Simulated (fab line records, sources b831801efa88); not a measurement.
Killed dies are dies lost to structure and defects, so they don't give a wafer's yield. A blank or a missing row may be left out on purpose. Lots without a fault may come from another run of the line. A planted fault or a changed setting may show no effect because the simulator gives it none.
Problem report in the 8D (eight disciplines) form, filled by code | flow gf180mcu | the parts of the form that need people (team, actions taken, sign-off) are left out

1. THE PROBLEM
NSD_RS at GF_PSD_RS_MEAS_14 reads a mean of 46.74 ohm/sq on 6 wafers of 2 lots; wafers without a fault read 46.15 ohm/sq with a standard deviation of 0.1. That is +5.9 standard deviations from the usual mean.
The step: measures by four-point-probe.
First seen on wafer L230.1, day 17 23:22, on film_metro-02. The record holds 39 wafers of 13 lots with a number at this step. Rule for "out", or "out of limits": more than 4 standard deviations from the usual mean. The other wafers with a number count as sound.

2. WHAT IT IS AND WHAT IT IS NOT
question                    | is                           | is not
which readings at this step | NSD_RS                       | -
which lots                  | L230, L232                   | L220, L223, L224, L225, L226, L229, L231, L239, L240, L241, L242
which wafers of those lots  | all that have a number       | -
read on which gauges        | film_metro-02, film_metro-03 | film_metro-04
when                        | from day 17 23:22            | up to then (18 sound wafers); but 15 sound wafers of L231, L239, L240, L241, L242 came after

3. SUSPECTS, AND WHAT RULES EACH OUT
Counting: a tool at a process step up to the reading stays a suspect if it ran every lot that is out and no sound lot after the first of them.
- the gauge at GF_PSD_RS_MEAS_14: ruled out. The wafers that are out were read on 2 gauges (film_metro-02, film_metro-03).
- implanter-04 at GF_NSD_IMPLANT_10: ruled out as a lasting fault. Sound lots L239, L241 ran on it after its first lot that is out, L230 (day 16 23:49).
Left after counting: nothing in the record.

4. THE CAUSE (what the simulator had put in)
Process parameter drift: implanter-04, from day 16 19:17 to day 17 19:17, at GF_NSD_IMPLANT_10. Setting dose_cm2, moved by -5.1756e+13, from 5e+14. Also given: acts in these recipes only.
Counting ruled it out, wrongly: the rule takes a fault to strike every lot that its tool runs from its start on, and this one did not.

5. THE CHAIN OF EFFECTS, in route order
Each row: a reading whose mean over the struck wafers that have a number lies more than 3 standard deviations from the usual. Only readings for which the record gives a usual standard deviation are gone through. hours: the time from each lot's start at the first step in this table that gives one to its start at this step, as a median over the lots. sigmas: the change in usual standard deviations.
hours | step              | reading            | usual        | on struck wafers | change | sigmas
0     | GF_NSD_IMPLANT_10 | dose_ions_cm2      | 5e+14        | 4e+14            | -5e+13 | -90
0     | GF_NSD_IMPLANT_10 | faraday_current_uA | 2788         | 2533             | -255   | -4.6
24    | GF_PSD_RS_MEAS_14 | NSD_RS             | 46.15 ohm/sq | 46.74            | +0.59  | +5.9
The process steps in it:
- GF_NSD_IMPLANT_10
Later measuring or inspecting steps at which every struck wafer that the step has a row for has a number for every such reading, and none has moved that far: GF_CONTACT_THK_MEAS_01.

6. WHAT WOULD HAVE CAUGHT IT SOONER
In this record the first reading out of limits at a measuring or inspecting step was taken at day 17 23:22, 28 hours after the fault began at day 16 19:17.
The tool's own readings at GF_NSD_IMPLANT_10 were out on every struck wafer that the step has a row for (dose_ions_cm2): an alarm limit on them would have fired on the first of those.
